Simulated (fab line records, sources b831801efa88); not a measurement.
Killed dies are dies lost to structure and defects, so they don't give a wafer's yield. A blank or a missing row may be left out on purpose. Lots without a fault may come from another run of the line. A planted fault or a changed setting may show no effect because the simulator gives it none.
Which tool did it? | flow sky130 | 12 lots, 36 wafers sampled, at 4 steps of a route of 708

WHAT THE GAUGES READ, wafer by wafer
SKY_POLY_GATE_CD_MEAS_13: target cd 150 nm.
lot  | measured     | on        | cd_nm (nm)
L266 | day 15 19:14 | cd_sem-02 | 149.2 150.1 150.4
L267 | day 16 07:39 | cd_sem-01 | 151.1 151.0 150.4
L269 | day 17 04:29 | cd_sem-01 | 159.8 161.8 161.9 159.8 161.7 161.8
L271 | day 18 13:03 | cd_sem-02 | 150.7 152.4 153.1
L280 | day 21 10:34 | cd_sem-02 | 151.0 150.6 151.1
L283 | day 22 06:05 | cd_sem-01 | 149.6 149.6 148.7
L282 | day 22 11:35 | cd_sem-01 | 149.7 150.0 150.6
L284 | day 23 00:06 | cd_sem-02 | 151.5 150.6 150.1
L286 | day 24 09:04 | cd_sem-02 | 150.9 151.0 150.9
L287 | day 25 02:14 | cd_sem-01 | 148.6 149.1 147.9
L288 | day 25 03:50 | cd_sem-02 | 148.6 148.9 147.9
L289 | day 25 10:16 | cd_sem-02 | 150.0 148.9 150.1

SKY_LI_CONTACT_CD_MEAS_12: target cd 170 nm.
lot  | measured     | on        | cd_nm (nm)
L266 | day 28 10:13 | cd_sem-02 | 172.6 172.3 172.6
L267 | day 28 23:47 | cd_sem-02 | 171.3 171.1 170.2
L269 | day 29 19:26 | cd_sem-02 | 168.6 170.2 168.3
L271 | day 31 01:27 | cd_sem-02 | 170.9 170.3 170.3
L280 | day 33 11:55 | cd_sem-01 | 169.0 167.1 167.3
L283 | day 34 21:23 | cd_sem-02 | 167.9 168.3 168.3
L282 | day 34 21:03 | cd_sem-01 | 170.6 170.7 169.4
L284 | day 34 23:35 | cd_sem-02 | 166.0 167.8 166.7
L286 | day 36 01:37 | cd_sem-01 | 164.5 165.0 164.8
L287 | day 36 20:34 | cd_sem-01 | 169.2 169.3 169.5
L288 | day 36 20:16 | cd_sem-02 | 170.5 172.0 170.6
L289 | day 37 00:44 | cd_sem-01 | 168.9 169.6 169.2

SKY_LOCAL_INTERCONNECT_RS_MEAS_01: measures by four-point-probe.
lot  | measured     | on            | LOCAL_INTERCONNECT_TIN_RS (ohm/sq)
L266 | day 28 11:36 | film_metro-04 | 14.11 14.12 14.12
L267 | day 29 01:10 | film_metro-02 | 14.14 13.99 14.21
L269 | day 29 20:50 | film_metro-03 | 14.30 14.13 13.99
L271 | day 31 03:06 | film_metro-03 | 14.13 13.96 14.15
L280 | day 33 13:18 | film_metro-02 | 14.36 14.33 14.33
L283 | day 34 22:47 | film_metro-03 | 13.75 13.98 14.05
L282 | day 34 22:27 | film_metro-02 | 14.30 14.07 14.39
L284 | day 35 00:58 | film_metro-04 | 14.16 13.98 13.97
L286 | day 36 03:23 | film_metro-03 | 14.36 14.13 14.31
L287 | day 36 21:57 | film_metro-02 | 14.19 14.18 14.46
L288 | day 36 21:40 | film_metro-03 | 14.03 13.76 13.99
L289 | day 37 02:07 | film_metro-02 | 14.14 13.94 14.19

WHICH TOOL RAN EACH LOT (tool, then ch and the chambers of the sampled wafers, then the start)
lot  | SKY_POLY_GATE_EXPOSE_10
L266 | krf_scanner-02 ch 0, day 15 05:31
L267 | krf_scanner-01 ch 0, day 15 18:25
L269 | krf_scanner-01 ch 0, day 16 14:46
L271 | krf_scanner-02 ch 0, day 17 22:42
L280 | krf_scanner-01 ch 0, day 20 19:18
L283 | krf_scanner-01 ch 0, day 21 15:07
L282 | krf_scanner-01 ch 0, day 21 20:36
L284 | krf_scanner-01 ch 0, day 22 09:11
L286 | krf_scanner-01 ch 0, day 23 18:48
L287 | krf_scanner-02 ch 0, day 24 11:48
L288 | krf_scanner-02 ch 0, day 24 13:34
L289 | krf_scanner-02 ch 0, day 24 19:34
- SKY_POLY_GATE_EXPOSE_10: exposes mask P1M, target cd 150 nm.

WHAT THE TOOLS THEMSELVES READ (means of the sampled wafers that have a number; where no wafer has one, the mark that the record gives instead)
SKY_POLY_GATE_EXPOSE_10.
lot  | tool           | stage_vel_mm_s (mm/s)
L266 | krf_scanner-02 | 500.37
L267 | krf_scanner-01 | 500.00
L269 | krf_scanner-01 | 500.16
L271 | krf_scanner-02 | 500.32
L280 | krf_scanner-01 | 500.24
L283 | krf_scanner-01 | 499.82
L282 | krf_scanner-01 | 499.83
L284 | krf_scanner-01 | 499.89
L286 | krf_scanner-01 | 499.71
L287 | krf_scanner-02 | 500.06
L288 | krf_scanner-02 | 499.75
L289 | krf_scanner-02 | 500.15

THE ANSWER, worked out from the rows above alone
Rule: what is usual is taken from the lots themselves. Put in order of their means at a reading, lots are off if they are a third of the lots or fewer, leave a main group of 4 or more, and stand apart from it by a gap of 3 or more times the standard deviation of the main group's means; of several such gaps the widest counts. A main group whose means are all the same, to the digits that the tables above print for the reading, isn't used. A lot without any number at a reading at which 4 lots or more have one is off too. The other lots that the step has rows for count as sound. The gauges are gone through in route order, then the tools' own readings, and for those a lot's mean is taken as printed above. The first step at which some lot is off is used, and at that step the reading that is off furthest; a lot without a number counts as furthest.
Off: L269, at SKY_POLY_GATE_CD_MEAS_13 (cd_nm). The main group: mean 150.1 nm, standard deviation 1.
A tool fits if, at a process step before that reading, it ran every lot that is off, and no sound lot after the first of them. The gauges at SKY_POLY_GATE_CD_MEAS_13 are tried like those tools. None of those tried fits.

WHAT THE SIMULATOR HAD PUT IN
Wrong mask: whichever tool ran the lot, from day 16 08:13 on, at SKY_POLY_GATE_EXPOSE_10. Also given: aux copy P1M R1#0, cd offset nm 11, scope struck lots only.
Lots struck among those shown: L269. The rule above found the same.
